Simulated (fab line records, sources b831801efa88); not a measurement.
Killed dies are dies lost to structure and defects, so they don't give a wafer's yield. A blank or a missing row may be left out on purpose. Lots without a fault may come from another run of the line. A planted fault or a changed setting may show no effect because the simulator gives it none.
A struck lot beside a sound one | flow sfq_line | 41 steps out of a route of 325
Sound: wafers L360.2, L360.4, L360.5. Struck: wafer L361.5. (L361.1, L361.6 of the same lot were not struck and are left out.) The cause comes at the end.
At each step with rows: each side's tool, then ch and its chambers, then its first start. Under that, the readings that differ: sound wafers | struck wafers | difference of the means | sigmas: that difference in standard deviations of wafers without a fault.
alike: readings whose means differ by less than 2 such deviations, and words and numbers that are the same on both sides. not compared: withheld readings, readings that some wafer has no value for, bounds like >300 that may hide the same value, and numbers for which the record gives no deviation and whose values overlap.
The two part at a step that has a row with sigmas, a row that says differs or no value, or rows on one side only. Numbers that don't overlap but have no deviation are shown without sigmas and don't part them. A reading that every wafer of one side lacks parts them only if that side has two wafers or more.

first, 6 steps without rows for these wafers: SFQ_TRILAYER_I6_VIA_LITHO_COAT_174 (resist thk 62 nm); SFQ_TRILAYER_I6_VIA_LITHO_COAT_169 (resist thk 650 nm); SFQ_TRILAYER_I6_VIA_LITHO_SOFTBAKE_173; SFQ_TRILAYER_I6_VIA_LITHO_EXPOSE_170 (exposes mask I6, target cd 700 nm); SFQ_TRILAYER_I6_VIA_LITHO_PEB_172 (peb time 60 s); SFQ_TRILAYER_I6_VIA_LITHO_DEVELOP_171 (time 60 s).
SFQ_I6_OVL_MEAS_942:
  sound on overlay-01, day 75 20:45; struck on overlay-01, day 75 19:32
  alike: I6_OVL
then, 5 steps without rows for these wafers: SFQ_TRILAYER_I6_VIA_BARC_OPEN_VIA_ETCH_235 (etches BARC in O2, target depth 125 nm, time 41.7 s); SFQ_TRILAYER_I6_VIA_ETCH_VIA_ETCH_172 (etches SiO2 in CHF3, stops on Nb, target depth 260 nm); SFQ_TRILAYER_I6_VIA_STRIP_STRIP_173 (strips in O2); SFQ_TRILAYER_I6_VIA_STRIP_SOLV_CLEAN_174 (cleans in NMP, time 600 s); SFQ_TRILAYER_M7_DEP_PRE_CLEAN_176 (time 22.5 s).
SFQ_TRILAYER_M7_DEP_SPUTTER_175: material Nb, target thk 200 nm, time 133.3 s.
  sound on pvd_sputter-04, day 75 21:44; struck on pvd_sputter-03, day 75 20:32
  reading                                             | sound           | struck | difference | sigmas
  model.Nb_of_TRILAYER_M7_DEP_SPUTTER_175.thk_nm (nm) | 196.3 196.7 196 | 225.1  | +28.8      |
  alike: cathode_dc_power_W, substrate_temp_c, throttle_valve_pct
SFQ_M7_RS_MEAS_943: measures by four-point-probe.
  sound on film_metro-02, day 75 21:51; struck on film_metro-04, day 75 20:55
  reading           | sound             | struck | difference | sigmas
  M7_NB_RS (ohm/sq) | 0.908 0.907 0.909 | 0.790  | -0.118     | -13
  not compared: hold
then, 5 steps without rows for these wafers: SFQ_TRILAYER_M7_LITHO_COAT_177 (resist thk 600 nm); SFQ_TRILAYER_M7_LITHO_SOFTBAKE_181; SFQ_TRILAYER_M7_LITHO_EXPOSE_178 (exposes mask M7, target cd 500 nm); SFQ_TRILAYER_M7_LITHO_PEB_180 (peb time 62.28 s); SFQ_TRILAYER_M7_LITHO_DEVELOP_179 (time 60 s).
SFQ_M7_OVL_MEAS_945:
  sound on overlay-01, day 76 01:33; struck on overlay-01, day 76 05:56
  alike: M7_OVL
then, 1 step without rows for these wafers: SFQ_TRILAYER_M7_BARC_OPEN_METAL_ETCH_229 (etches BARC in O2, target depth 125 nm, time 41.7 s).
SFQ_TRILAYER_M7_ETCH_METAL_ETCH_180: etches Nb in Cl2/Ar, stops on SiO2, target depth 240 nm, time 120 s.
  sound on rie_metal-03 ch 0,1, day 76 01:38; struck on rie_metal-04 ch 0, day 76 06:16
  reading               | sound             | struck | difference | sigmas
  oes_product_au (a.u.) | 0.874 0.882 0.878 | 0.965  | +0.087     | +12
  alike: bias_w, drypump_motor_current_A, rf_fwd_power_W
  not compared: rf_hours_counter_h
SFQ_TRILAYER_M7_STRIP_STRIP_181: strips in O2.
  sound on rie_metal-03 ch 0,1, day 76 01:46; struck on rie_metal-04 ch 0, day 76 06:23
  reading               | sound             | struck | difference | sigmas
  oes_product_au (a.u.) | 0.998 1.004 0.994 | 1.022  | +0.023     | +2
  alike: drypump_motor_current_A
  not compared: rf_hours_counter_h
then, 1 step without rows for these wafers: SFQ_TRILAYER_M7_STRIP_SOLV_CLEAN_182 (cleans in NMP, time 600 s).
SFQ_TRILAYER_I7_DEP_PECVD_183: deposits SiO2 from SiH4/N2O, time 111.11 s, target thk 500 nm.
  sound on pecvd-01 ch 0,2, day 76 02:33; struck on pecvd-03 ch 0, day 76 07:10
  alike: heater_power_w, rf_fwd_power_W, throttle_valve_pct
SFQ_TRILAYER_I7_CMP_CMP_184: polishes SiO2.
  sound on cmp-02 ch 2,3, day 76 08:03; struck on cmp-01 ch 3, day 76 12:43
  reading                    | sound             | struck | difference | sigmas
  head_pressure_psi (psi)    | 3.016 3.004 3.006 | 2.991  | -0.018     | -3
  slurry_filter_dp_kPa (kPa) | 13.67 13.71 13.35 | 13.25  | -0.33      | -3
  alike: motor_current_A, platen_rpm, time_to_endpoint_s
SFQ_I7_BOW_MEAS_946:
  sound on film_metro-03, day 76 11:04; struck on film_metro-04, day 76 14:13
  alike: I7_BOW
SFQ_TRILAYER_I7_METRO_MEASURE_185:
  sound on film_metro-03, day 76 11:22; struck on film_metro-04, day 76 14:20
  alike: thk_nm
then, 6 steps without rows for these wafers: SFQ_TRILAYER_I7_VIA_LITHO_COAT_192 (resist thk 62 nm); SFQ_TRILAYER_I7_VIA_LITHO_COAT_187 (resist thk 650 nm); SFQ_TRILAYER_I7_VIA_LITHO_SOFTBAKE_191; SFQ_TRILAYER_I7_VIA_LITHO_EXPOSE_188 (exposes mask I7, target cd 1000 nm); SFQ_TRILAYER_I7_VIA_LITHO_PEB_190 (peb time 60 s); SFQ_TRILAYER_I7_VIA_LITHO_DEVELOP_189 (time 60 s).
-- the record jumps here: 4 days lie between the struck wafers' starts before and after --
SFQ_I7_OVL_MEAS_947:
  sound on overlay-02, day 80 08:11; struck on overlay-02, day 80 06:48
  alike: I7_OVL
then, 2 steps without rows for these wafers: SFQ_TRILAYER_I7_VIA_BARC_OPEN_VIA_ETCH_260 (etches BARC in O2, target depth 125 nm, time 41.7 s); SFQ_TRILAYER_I7_VIA_ETCH_VIA_ETCH_190 (etches SiO2 in CHF3, stops on Nb, target depth 260 nm).
SFQ_TRILAYER_I7_VIA_STRIP_STRIP_191: strips in O2.
  sound on rie_metal-04 ch 0,1, day 80 08:22; struck on rie_metal-02 ch 0, day 80 06:59
  reading               | sound             | struck | difference | sigmas
  oes_product_au (a.u.) | 1.010 1.017 1.015 | 0.981  | -0.033     | -4
  alike: drypump_motor_current_A
  not compared: rf_hours_counter_h
then, 2 steps without rows for these wafers: SFQ_TRILAYER_I7_VIA_STRIP_SOLV_CLEAN_192 (cleans in NMP, time 600 s); SFQ_TRILAYER_M8_LITHO_LOR_COAT_197.
SFQ_M8_BOW_MEAS_951:
  sound on film_metro-03, day 80 23:09; struck on film_metro-01, day 80 21:56
  reading                 | sound               | struck | difference | sigmas
  model.etest.m7.ohm_um   | 1.837 1.844 1.84    | 1.603  | -0.237     |
  model.etest.i6.link_ohm | 1.892 1.889 1.9     | 1.753  | -0.141     |
  model.etest.m7.ohm_sq   | 0.907 0.9053 0.9081 | 0.7911 | -0.1157    |
  model.etest.i7.link_ohm | 1.071 1.069 1.07    | 0.9534 | -0.1166    |
  alike: M8_BOW

WHERE THEY PART
First at SFQ_M7_RS_MEAS_943; last, within this record, at SFQ_TRILAYER_I7_VIA_STRIP_STRIP_191. Later steps at which nothing parts them and some readings are alike: SFQ_M8_BOW_MEAS_951.

WHY: what the simulator had put in
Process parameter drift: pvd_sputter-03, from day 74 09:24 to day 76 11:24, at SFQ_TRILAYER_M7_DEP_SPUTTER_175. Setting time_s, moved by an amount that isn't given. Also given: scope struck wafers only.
